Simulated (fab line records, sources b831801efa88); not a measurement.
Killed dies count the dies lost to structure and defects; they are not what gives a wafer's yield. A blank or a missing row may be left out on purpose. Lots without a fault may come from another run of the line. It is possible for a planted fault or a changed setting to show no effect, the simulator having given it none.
fab line records -- flow sfq-line
[record] lots = 5, wafers = 15, last-day = 87
route steps=325 shown I4@167 JJ@178 M5@198 M8@325
lots that met no fault: from a run of the same line without faults
start-h: start of the lot's first displayed wafer, in hours after the record's first day -- wait-h: time in hours since the lot's previous step -- " unchanged from the row above -- L1.1+2: a single row standing in for several wafers -- - no value, or no start given -- * or withheld: withheld -- < > ~ a bound
route shown NAME@n: NAME is a module with steps in the file, n the number in the route of the first one -- usual: the fault-free wafers' mean and standard deviation -- same: alike in all rows -- chamber/n: place in a boat -- sites: per-site readings -- _std_site: standard deviation of those values -- _edge_site: inner sites' mean taken away from outer sites' mean -- radius-mm: how far each site lies from the wafer's centre -- mask NAME#n: copy n -- behind: the tool/chamber that last shaped the wafer -- hold: why the lot was held/for how many hours/how that ended -- device: the transistor (n, p or np) that didn't switch -- end of line: at the end of the route, the tests of the same wafers -- for a step that has no rows: nothing shown but its recipe -- killed: at the first sort, the dies lost to defects and structure; wafer yield is something else -- map: shows each die of a wafer: x if killed, . if not, _ if none is there
set.NAME: the setting as run; set.NAME@STEP: as run at that earlier step -- model.NAME: the simulator's own value behind a step, which no gauge read
lots at selected steps of the route; one table per step, one row per wafer
services: the hour from which a tool's chamber was out of use, counted from the record's first day as start-h (under 0 if before that day), plus the number of hours and why
[[steps]]
[step SFQ_TRILAYER_I4_VIA_LITHO_COAT_108]
[recipe] resist = BARC, spin-rpm = 3000, resist-thk-nm = 62
[step SFQ_TRILAYER_I4_VIA_LITHO_COAT_103]
[recipe] resist = KrF, spin-rpm = 3000, resist-thk-nm = 650
[step SFQ_TRILAYER_I4_VIA_LITHO_SOFTBAKE_107]
[recipe] temp-c = withheld, time-s = withheld, resist = KrF
[step SFQ_TRILAYER_I4_VIA_LITHO_EXPOSE_104]
[recipe] mask-id = I4, na = 0.6, source-shape = conventional, sigma-outer = 0.65, target-cd-nm = 700, dose-mj = 21.3
[step SFQ_TRILAYER_I4_VIA_LITHO_PEB_106]
[recipe] peb-temp-c = 115, peb-time-s = 60, resist = KrF
[step SFQ_TRILAYER_I4_VIA_LITHO_DEVELOP_105]
[recipe] time-s = 60, resist = KrF
[step SFQ_I4_OVL_MEAS_928]
[usual] I4_OVL = -3/6.4
lot.wafer,tool,chamber,start-h,wait-h,I4_OVL[nm]
L730.1,overlay-01,-,1417.01,0.1,-3
L730.2,overlay-01,-,1417.01,0.1,-2
L730.6,overlay-01,-,1417.01,0.1,-5
L731.4,overlay-02,-,1430.23,0.1,-3
L731.5,overlay-02,-,1430.23,0.1,-1
L731.6,overlay-02,-,1430.23,0.1,-4
L741.1,overlay-01,-,1510.86,0.1,8
L741.2,overlay-01,-,1510.86,0.1,5
L741.4,overlay-01,-,1510.86,0.1,5
L742.1,overlay-02,-,1516.98,0.1,-7
L742.2,overlay-02,-,1516.98,0.1,-8
L742.3,overlay-02,-,1516.98,0.1,-8
L746.2,overlay-01,-,1570.23,0.1,-1
L746.4,overlay-01,-,1570.23,0.1,-8
L746.5,overlay-01,-,1570.23,0.1,1
[step SFQ_TRILAYER_I4_VIA_BARC_OPEN_VIA_ETCH_146]
[recipe] mask-material = PR, chemistry = O2, target-depth-nm = 125, target = BARC, source-w = 500, bias-w = 80, pressure-mtorr = 30, time-s = 41.7
[step SFQ_TRILAYER_I4_VIA_ETCH_VIA_ETCH_106]
[recipe] target = SiO2, stop-on = Nb, mask-material = PR, taper-deg = 20, chemistry = CHF3, target-depth-nm = 260, source-w = 500, bias-w = 80, pressure-mtorr = 30, time-s = withheld
[step SFQ_TRILAYER_I4_VIA_STRIP_STRIP_107]
[recipe] gas = O2, power-w = 200, platen-temp-c = 40, overash-fraction = 0.65, chemistry = O2, pressure-mtorr = 50
[usual] drypump-motor-current-A = 5.49/0.25, oes-product-au = 1.000/0.0064, platen-temp-c = 40.00/0.1
[same] overash-fraction = 0.65
lot.wafer,tool,chamber,start-h,wait-h,drypump-motor-current-A,oes-product-au,platen-temp-c,rf-hours-counter-h
L730.1,rie-metal-04,0,1417.20,-,5.18,1.003,39.95,20
L730.2,rie-metal-04,1,1417.20,-,5.32,0.995,39.86,2
L730.6,rie-metal-04,1,1417.20,-,5.34,0.999,39.91,-
L731.4,rie-metal-04,0,1430.60,-,5.17,0.995,39.86,-
L731.5,rie-metal-04,0,1430.60,-,5.18,0.996,39.95,-
L731.6,rie-metal-04,1,1430.60,-,5.34,0.983,39.92,-
L741.1,rie-metal-03,1,1511.05,-,5.31,1.001,39.78,15
L741.2,rie-metal-03,0,1511.05,-,5.52,1.004,39.90,124
L741.4,rie-metal-03,1,1511.05,-,5.32,1.013,39.93,-
L742.1,rie-metal-02,0,1517.17,-,6.02,1.006,40.02,116
L742.2,rie-metal-02,1,1517.17,-,5.78,0.999,40.06,88
L742.3,rie-metal-02,0,1517.17,-,6.02,1.008,39.91,-
L746.2,rie-metal-03,1,1570.42,-,5.35,0.997,39.90,21
L746.4,rie-metal-03,1,1570.42,-,5.34,0.996,39.99,-
L746.5,rie-metal-03,0,1570.42,-,5.60,0.999,39.92,-
[step SFQ_TRILAYER_I4_VIA_STRIP_SOLV_CLEAN_108]
[recipe] chemistry = NMP, temp-c = 70, time-s = 600
[step SFQ_TRILAYER_JJ_TRILAYER_DEP_PRE_CLEAN_113]
[recipe] gas = Ar, time-s = 22.5, bias-v = 250
[step SFQ_TRILAYER_JJ_TRILAYER_DEP_SPUTTER_109]
[recipe] material = Nb, base-pressure-pa = 1.33e-06, chamber-pressure-pa = 0.1333, substrate-temp-c = 20, target-thk-nm = 150, power-w = 2000, time-s = 100
[usual] cathode-dc-power-W = 2000.0/0.37, throttle-valve-pct = 29.9/0.93
lot.wafer,tool,chamber,start-h,wait-h,cathode-dc-power-W,throttle-valve-pct,model.Nb_of_TRILAYER_JJ_TRILAYER_DEP_SPUTTER_109.thk-nm
L730.1,pvd-sputter-06,-,1418.18,0.0,1999.8,31.2,150.5
L730.2,pvd-sputter-06,-,1418.18,0.0,1999.9,29.7,147.9
L730.6,pvd-sputter-06,-,1418.18,0.0,2000.0,29.9,151.1
L731.4,pvd-sputter-04,-,1431.21,0.0,1999.6,28.9,150
L731.5,pvd-sputter-04,-,1431.21,0.0,1999.4,30.7,148.9
L731.6,pvd-sputter-04,-,1431.21,0.0,2000.1,28.8,150.4
L741.1,pvd-sputter-04,-,1511.85,0.0,2058.4,28.8,154.3
L741.2,pvd-sputter-04,-,1511.85,0.0,2000.0,29.0,150.5
L741.4,pvd-sputter-04,-,1511.85,0.0,1999.9,30.5,149.6
L742.1,pvd-sputter-03,-,1517.98,0.0,1999.3,31.7,148.4
L742.2,pvd-sputter-03,-,1517.98,0.0,2000.0,29.4,148.2
L742.3,pvd-sputter-03,-,1517.98,0.0,2000.4,29.9,148.8
L746.2,pvd-sputter-03,-,1571.22,0.0,2000.4,29.8,148.6
L746.4,pvd-sputter-03,-,1571.22,0.0,2000.1,32.0,150.1
L746.5,pvd-sputter-03,-,1571.22,0.0,2000.2,29.3,150
[step SFQ_TRILAYER_JJ_TRILAYER_DEP_SPUTTER_110]
[recipe] material = Al, base-pressure-pa = 1.33e-06, target-thk-nm = 8, power-w = 500, time-s = 10, chamber-pressure-pa = 0.4
[usual] cathode-dc-power-W = 500.00/0.095, throttle-valve-pct = 29.9/0.92
lot.wafer,tool,chamber,start-h,wait-h,cathode-dc-power-W,throttle-valve-pct
L730.1,pvd-sputter-06,-,1418.25,0.0,499.86,31.0
L730.2,pvd-sputter-06,-,1418.25,0.0,500.03,30.0
L730.6,pvd-sputter-06,-,1418.25,0.0,499.94,29.8
L731.4,pvd-sputter-04,-,1431.28,0.0,500.11,28.8
L731.5,pvd-sputter-04,-,1431.28,0.0,500.09,30.6
L731.6,pvd-sputter-04,-,1431.28,0.0,499.98,29.0
L741.1,pvd-sputter-04,-,1511.92,0.0,499.94,28.8
L741.2,pvd-sputter-04,-,1511.92,0.0,500.02,28.9
L741.4,pvd-sputter-04,-,1511.92,0.0,500.03,30.5
L742.1,pvd-sputter-03,-,1518.05,0.0,500.15,32.0
L742.2,pvd-sputter-03,-,1518.05,0.0,499.91,29.6
L742.3,pvd-sputter-03,-,1518.05,0.0,500.11,29.5
L746.2,pvd-sputter-03,-,1571.29,0.0,500.00,29.8
L746.4,pvd-sputter-03,-,1571.29,0.0,500.16,32.1
L746.5,pvd-sputter-03,-,1571.29,0.0,500.06,29.4
[step SFQ_TRILAYER_JJ_TRILAYER_DEP_AL_OXIDATION_111]
[recipe] pressure-mbar = 0.014667, oxidation-time-s = 600, temperature-k = 293
[step SFQ_TRILAYER_JJ_TRILAYER_DEP_SPUTTER_112]
[recipe] material = Nb, base-pressure-pa = 1.33e-06, chamber-pressure-pa = 0.1333, substrate-temp-c = 20, target-thk-nm = 170, power-w = 2000, time-s = 113.3
[usual] cathode-dc-power-W = 2000.0/0.33, throttle-valve-pct = 29.9/0.93
lot.wafer,tool,chamber,start-h,wait-h,cathode-dc-power-W,throttle-valve-pct
L730.1,pvd-sputter-06,-,1419.28,0.5,2000.5,31.2
L730.2,pvd-sputter-06,-,1419.28,0.5,1999.7,29.8
L730.6,pvd-sputter-06,-,1419.28,0.5,2000.1,30.1
L731.4,pvd-sputter-04,-,1432.30,0.5,2000.5,28.7
L731.5,pvd-sputter-04,-,1432.30,0.5,1999.8,30.6
L731.6,pvd-sputter-04,-,1432.30,0.5,1999.6,28.9
L741.1,pvd-sputter-04,-,1512.95,0.5,2000.0,28.9
L741.2,pvd-sputter-04,-,1512.95,0.5,2000.0,28.9
L741.4,pvd-sputter-04,-,1512.95,0.5,2000.2,30.8
L742.1,pvd-sputter-03,-,1519.07,0.5,2000.2,32.0
L742.2,pvd-sputter-03,-,1519.07,0.5,2000.0,29.1
L742.3,pvd-sputter-03,-,1519.07,0.5,1999.8,29.5
L746.2,pvd-sputter-03,-,1572.31,0.5,2000.2,29.6
L746.4,pvd-sputter-03,-,1572.31,0.5,1999.8,32.2
L746.5,pvd-sputter-03,-,1572.31,0.5,2000.2,29.5
[step SFQ_JJ_RS_MEAS_929]
[recipe] thk-meas-gauge = four-point-probe, reads = Nb_of_TRILAYER_JJ_TRILAYER_DEP_SPUTTER_112
[usual] JJ_NB_RS = 1.047/0.011
lot.wafer,tool,chamber,start-h,wait-h,JJ_NB_RS[ohm/sq]
L730.1,film-metro-02,-,1419.35,0.0,1.041
L730.2,film-metro-02,-,1419.35,0.0,1.037
L730.6,film-metro-02,-,1419.35,0.0,1.045
L731.4,film-metro-04,-,1432.44,0.1,1.053
L731.5,film-metro-04,-,1432.44,0.1,1.059
L731.6,film-metro-04,-,1432.44,0.1,1.054
L741.1,film-metro-02,-,1513.03,0.0,1.043
L741.2,film-metro-02,-,1513.03,0.0,1.046
L741.4,film-metro-02,-,1513.03,0.0,1.046
L742.1,film-metro-02,-,1519.15,0.0,1.064
L742.2,film-metro-02,-,1519.15,0.0,1.067
L742.3,film-metro-02,-,1519.15,0.0,1.045
L746.2,film-metro-01,-,1572.41,0.1,1.033
L746.4,film-metro-01,-,1572.41,0.1,1.039
L746.5,film-metro-01,-,1572.41,0.1,1.042
[step SFQ_TRILAYER_JJ_CE_LITHO_COAT_119]
[recipe] resist = BARC, spin-rpm = 3000, resist-thk-nm = 62
[step SFQ_TRILAYER_JJ_CE_LITHO_COAT_114]
[recipe] resist = KrF, spin-rpm = 3000, resist-thk-nm = 600
[step SFQ_TRILAYER_JJ_CE_LITHO_SOFTBAKE_118]
[recipe] temp-c = withheld, time-s = withheld, resist = KrF
[step SFQ_TRILAYER_JJ_CE_LITHO_EXPOSE_115]
[recipe] mask-id = J5, na = 0.6, source-shape = conventional, sigma-outer = 0.65, target-cd-nm = 700, dose-mj = 14.4
[step SFQ_TRILAYER_JJ_CE_LITHO_PEB_117]
[recipe] peb-temp-c = 115, peb-time-s = 60, resist = KrF
[step SFQ_TRILAYER_JJ_CE_LITHO_DEVELOP_116]
[recipe] time-s = 60, resist = KrF
[step SFQ_JJ_OVL_MEAS_931]
[usual] J5_OVL = 2/6.3
lot.wafer,tool,chamber,start-h,wait-h,J5_OVL[nm]
L730.1,overlay-02,-,1546.56,0.1,9
L730.2,overlay-02,-,1546.56,0.1,6
L730.6,overlay-02,-,1546.56,0.1,3
L731.4,overlay-02,-,1558.58,0.1,-4
L731.5,overlay-02,-,1558.58,0.1,6
L731.6,overlay-02,-,1558.58,0.1,-2
L741.1,overlay-02,-,1570.56,0.1,-4
L741.2,overlay-02,-,1570.56,0.1,0
L741.4,overlay-02,-,1570.56,0.1,-2
L742.1,overlay-02,-,1571.76,0.1,16
L742.2,overlay-02,-,1571.76,0.1,5
L742.3,overlay-02,-,1571.76,0.1,13
L746.2,overlay-01,-,1676.61,0.1,-14
L746.4,overlay-01,-,1676.61,0.1,-11
L746.5,overlay-01,-,1676.61,0.1,-10
[step SFQ_TRILAYER_JJ_CE_METRO_MEASURE_117]
[step SFQ_TRILAYER_JJ_CE_BARC_OPEN_RIE_150]
[recipe] mask-material = PR, chemistry = O2, target-depth-nm = 240, target = BARC, icp-w = 600, bias-w = 80, pressure-mtorr = 10, time-s = 80
[step SFQ_TRILAYER_JJ_CE_ETCH_RIE_118]
[recipe] target = Nb, stop-on = Al2O3, mask-material = PR, taper-deg = 13.257, over-etch-frac = 0.15, time-s = 97.7, chemistry = SF6, target-depth-nm = 170, icp-w = 600, bias-w = 80, pressure-mtorr = 10
[step SFQ_TRILAYER_JJ_ANODIZE_ANODIZE_119]
[recipe] current-density-ma-cm2 = withheld, end-current-density-ma-cm2 = withheld, bath-temp-c = withheld
[step SFQ_TRILAYER_JJ_CE_STRIP_STRIP_120]
[recipe] gas = O2, power-w = 200, platen-temp-c = 40, overash-fraction = 0.65, chemistry = O2, pressure-mtorr = 50
[usual] drypump-motor-current-A = 5.68/0.24, oes-product-au = 1.001/0.0067, platen-temp-c = 40.00/0.11
[same] overash-fraction = 0.65
lot.wafer,tool,chamber,start-h,wait-h,drypump-motor-current-A,oes-product-au,platen-temp-c,rf-hours-counter-h
L730.1,rie-metal-04,1,1548.49,0.0,5.31,1.000,40.09,20
L730.2,rie-metal-04,0,1548.49,0.0,5.17,0.996,39.91,38
L730.6,rie-metal-04,1,1548.49,0.0,5.32,1.013,39.95,-
L731.4,rie-metal-01,1,1560.69,0.2,5.71,1.007,39.92,-
L731.5,rie-metal-01,0,1560.69,0.2,5.82,1.005,40.04,-
L731.6,rie-metal-01,1,1560.69,0.2,5.72,1.005,40.09,-
L741.1,rie-metal-01,1,1572.59,0.0,5.67,1.012,40.10,45
L741.2,rie-metal-01,0,1572.59,0.0,5.80,0.994,39.95,108
L741.4,rie-metal-01,1,1572.59,0.0,5.71,1.001,40.23,-
L742.1,rie-metal-02,0,1573.89,0.0,5.95,0.993,40.05,126
L742.2,rie-metal-02,1,1573.89,0.0,5.76,1.003,39.79,98
L742.3,rie-metal-02,1,1573.89,0.0,5.77,0.992,40.00,-
L746.2,rie-metal-01,1,1678.54,0.0,5.71,1.007,39.91,57
L746.4,rie-metal-01,0,1678.54,0.0,5.79,1.009,40.09,-
L746.5,rie-metal-01,1,1678.54,0.0,5.74,0.999,39.81,-
[step SFQ_TRILAYER_JJ_CE_STRIP_SOLV_CLEAN_121]
[recipe] chemistry = NMP, temp-c = 70, time-s = 600
[step SFQ_TRILAYER_M5_LITHO_COAT_128]
[recipe] resist = BARC, spin-rpm = 3000, resist-thk-nm = 62
[step SFQ_TRILAYER_M5_LITHO_COAT_123]
[recipe] resist = KrF, spin-rpm = 3000, resist-thk-nm = 600
[step SFQ_TRILAYER_M5_LITHO_SOFTBAKE_127]
[recipe] temp-c = withheld, time-s = withheld, resist = KrF
[step SFQ_TRILAYER_M5_LITHO_EXPOSE_124]
[recipe] mask-id = M5, na = 0.6, source-shape = conventional, sigma-outer = 0.65, target-cd-nm = 700, dose-mj = 14.4
[step SFQ_TRILAYER_M5_LITHO_PEB_126]
[recipe] peb-temp-c = 115, peb-time-s = 60, resist = KrF
[step SFQ_TRILAYER_M5_LITHO_DEVELOP_125]
[recipe] time-s = 60, resist = KrF
[step SFQ_M5_OVL_MEAS_932]
[usual] M5_OVL = -4/6
lot.wafer,tool,chamber,start-h,wait-h,M5_OVL[nm]
L730.1,overlay-02,-,1551.53,0.1,-14
L730.2,overlay-02,-,1551.53,0.1,-8
L730.6,overlay-02,-,1551.53,0.1,-6
L731.4,overlay-01,-,1657.42,0.1,6
L731.5,overlay-01,-,1657.42,0.1,13
L731.6,overlay-01,-,1657.42,0.1,-2
L741.1,overlay-01,-,1677.80,0.1,-3
L741.2,overlay-01,-,1677.80,0.1,-2
L741.4,overlay-01,-,1677.80,0.1,-6
L742.1,overlay-01,-,1679.00,0.1,-7
L742.2,overlay-01,-,1679.00,0.1,-10
L742.3,overlay-01,-,1679.00,0.1,-10
L746.2,overlay-01,-,1778.55,0.1,-10
L746.4,overlay-01,-,1778.55,0.1,-8
L746.5,overlay-01,-,1778.55,0.1,-13
[step SFQ_TRILAYER_M5_BARC_OPEN_METAL_ETCH_161]
[recipe] mask-material = PR, chemistry = O2, target-depth-nm = 125, target = BARC, icp-w = 600, bias-w = 80, pressure-mtorr = 10, time-s = 41.7
[step SFQ_TRILAYER_M5_ETCH_METAL_ETCH_126]
[recipe] target = Nb, stop-on = SiO2, mask-material = PR, over-etch-frac = 0.15, time-s = 203.2, chemistry = Cl2/BCl3, target-depth-nm = 265, icp-w = 600, bias-w = 80, pressure-mtorr = 10
[usual] drypump-motor-current-A = 5.63/0.23, oes-product-au = 0.730/0.0056, rf-fwd-power-W = 598.2/2.1
lot.wafer,tool,chamber,start-h,wait-h,drypump-motor-current-A,oes-product-au,rf-fwd-power-W,rf-hours-counter-h,model.M5.feature-depth-nm,model.etch.depth-nm
L730.1,rie-metal-03,1,1551.63,0.0,5.29,0.736,598.6,18,162.9,150.5
L730.2,rie-metal-03,0,1551.63,0.0,5.59,0.723,598.6,2,160.2,147.9
L730.6,rie-metal-03,0,1551.63,0.0,5.60,0.726,595.7,-,163.3,151.1
L731.4,rie-metal-01,0,1657.56,0.1,5.81,0.732,597.8,-,162.3,150
L731.5,rie-metal-01,1,1657.56,0.1,5.73,0.729,598.4,-,161.3,148.9
L731.6,rie-metal-01,0,1657.56,0.1,5.84,0.739,596.1,-,162.6,150.4
L741.1,rie-metal-03,0,1677.90,0.0,5.64,0.744,602.2,17,166.6,154.3
L741.2,rie-metal-03,1,1677.90,0.0,5.30,0.732,593.7,34,162.7,150.5
L741.4,rie-metal-03,0,1677.90,0.0,5.62,0.733,598.9,-,161.8,149.6
L742.1,rie-metal-03,1,1679.10,0.0,5.29,0.729,598.9,35,160.6,148.4
L742.2,rie-metal-03,0,1679.10,0.0,5.60,0.723,595.5,18,160.4,148.2
L742.3,rie-metal-03,1,1679.10,0.0,5.29,0.726,598.5,-,161.1,148.8
L746.2,rie-metal-03,0,1778.64,0.0,5.64,0.718,595.9,34,161,148.6
L746.4,rie-metal-03,0,1778.64,0.0,5.58,0.734,597.9,-,162.3,150.1
L746.5,rie-metal-03,1,1778.64,0.0,5.33,0.729,596.8,-,162.5,150
[step SFQ_TRILAYER_M5_STRIP_STRIP_127]
[recipe] gas = O2, power-w = 200, platen-temp-c = 40, overash-fraction = 0.65, chemistry = O2, pressure-mtorr = 50
[usual] drypump-motor-current-A = 5.63/0.23, oes-product-au = 1.000/0.0066, platen-temp-c = 40.01/0.099
[same] overash-fraction = 0.65
lot.wafer,tool,chamber,start-h,wait-h,drypump-motor-current-A,oes-product-au,platen-temp-c,rf-hours-counter-h
L730.1,rie-metal-03,1,1551.82,0.1,5.29,1.013,39.94,19
L730.2,rie-metal-03,0,1551.82,0.1,5.61,1.006,39.98,2
L730.6,rie-metal-03,0,1551.82,0.1,5.64,0.998,39.81,-
L731.4,rie-metal-01,0,1657.89,0.3,5.81,1.013,39.90,-
L731.5,rie-metal-01,1,1657.89,0.3,5.73,1.010,39.98,-
L731.6,rie-metal-01,0,1657.89,0.3,5.84,0.997,39.83,-
L741.1,rie-metal-03,0,1678.09,0.1,5.54,0.997,40.11,17
L741.2,rie-metal-03,1,1678.09,0.1,5.30,0.999,40.02,34
L741.4,rie-metal-03,0,1678.09,0.1,5.59,1.000,40.05,-
L742.1,rie-metal-03,1,1679.29,0.1,5.32,0.998,39.92,35
L742.2,rie-metal-03,0,1679.29,0.1,5.58,0.987,39.95,18
L742.3,rie-metal-03,1,1679.29,0.1,5.33,1.000,39.91,-
L746.2,rie-metal-03,0,1778.84,0.1,5.57,0.995,40.10,34
L746.4,rie-metal-03,0,1778.84,0.1,5.57,0.993,40.07,-
L746.5,rie-metal-03,1,1778.84,0.1,5.31,0.998,39.91,-
[step SFQ_TRILAYER_M5_STRIP_SOLV_CLEAN_128]
[recipe] chemistry = NMP, temp-c = 70, time-s = 600
[step SFQ_M8_BOW_MEAS_951]
[recipe] mode = bow
[usual] M8_BOW = 8/12
lot.wafer,tool,chamber,start-h,wait-h,M8_BOW[um],model.etest.m5.ohm-um,model.etest.i4.link-ohm,model.etest.i5.link-ohm,model.etest.m5.ohm-sq
L730.1,film-metro-04,-,1883.31,0.0,11,1.692,2.174,2.268,1.184
L730.2,film-metro-04,-,1883.31,0.0,-8,1.721,2.182,2.299,1.205
L730.6,film-metro-04,-,1883.31,0.0,18,1.688,2.165,2.271,1.18
L731.4,film-metro-04,-,1988.86,0.1,13,1.7,2.181,2.259,1.188
L731.5,film-metro-04,-,1988.86,0.1,9,1.716,2.185,2.279,1.197
L731.6,film-metro-04,-,1988.86,0.1,9,1.698,2.171,2.268,1.185
L741.1,film-metro-04,-,2037.98,0.0,-4,1.648,2.15,2.233,1.155
L741.2,film-metro-04,-,2037.98,0.0,11,1.691,2.183,2.251,1.184
L741.4,film-metro-04,-,2037.98,0.0,9,1.698,2.187,2.262,1.191
L742.1,film-metro-04,-,2041.42,0.0,-8,1.714,2.186,2.275,1.201
L742.2,film-metro-04,-,2041.42,0.0,-2,1.718,2.191,2.272,1.203
L742.3,film-metro-04,-,2041.42,0.0,-1,1.712,2.178,2.266,1.198
L746.2,film-metro-01,-,2094.16,0.0,29,1.718,2.18,2.287,1.2
L746.4,film-metro-01,-,2094.16,0.0,23,1.697,2.174,2.277,1.188
L746.5,film-metro-01,-,2094.16,0.0,19,1.696,2.17,2.269,1.188
[[services]]
tool,chamber,start-h,hours,kind
rie-metal-03,1,1401.63,-,clean
rie-metal-03,1,1401.63,-,consumable-replace:focus-ring
rie-metal-03,1,1401.63,12.6,scheduled-down
rie-metal-03,1,1401.63,12.6,vent-cycle
rie-metal-02,-,1411.80,2.8,pm
pvd-sputter-06,-,1431.13,8.3,repair
pvd-sputter-03,-,1432.65,3.5,repair
rie-metal-01,-,1455.44,1.6,repair
rie-metal-04,-,1478.09,0.1,repair
rie-metal-03,0,1512.68,-,clean
rie-metal-03,0,1512.68,-,consumable-replace:focus-ring
rie-metal-03,0,1512.68,14.1,scheduled-down
rie-metal-03,0,1512.68,14.1,vent-cycle
rie-metal-01,-,1539.04,2.8,pm
rie-metal-04,-,1558.39,15.6,pm
rie-metal-01,1,1563.84,4.7,repair
rie-metal-04,0,1584.12,15.9,repair
pvd-sputter-04,-,1598.63,7.5,repair
rie-metal-04,-,1690.27,1.9,repair
rie-metal-01,-,1698.26,0.3,repair
pvd-sputter-03,-,1735.04,8.3,repair
rie-metal-02,-,1739.97,1.6,repair
rie-metal-01,0,1744.49,-,clean
rie-metal-01,-,1767.01,1.8,repair
[[key]]
[first-sign] step = SFQ_TRILAYER_JJ_TRILAYER_DEP_SPUTTER_109, reading = cathode-dc-power-W, direction = up, sigmas = 99+, usual = 2000.0, struck = 2058.4
effect none on later readings
[model-effect] step = SFQ_TRILAYER_JJ_TRILAYER_DEP_SPUTTER_109, value = Nb_of_TRILAYER_JJ_TRILAYER_DEP_SPUTTER_109.thk-nm, without = 149.9, struck = 154.3
[model-effect] step = SFQ_TRILAYER_M5_ETCH_METAL_ETCH_126, value = M5.feature-depth-nm, without = 162.2, struck = 166.6
[model-effect] step = SFQ_M8_BOW_MEAS_951, value = etest.m5.ohm-um, without = 1.696, struck = 1.648
met-at SFQ_TRILAYER_JJ_TRILAYER_DEP_SPUTTER_109
struck-wafers L741.1
[fault] kind = process-parameter-drift, tool = pvd-sputter-04, chamber = -, onset-h = 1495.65, steps = SFQ_TRILAYER_JJ_TRILAYER_DEP_SPUTTER_109, channel = power-w, offset = 58.554, shape = step, end-h = 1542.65, acts-in = these-recipes-only, stated = 2000, scope = struck-wafers-only
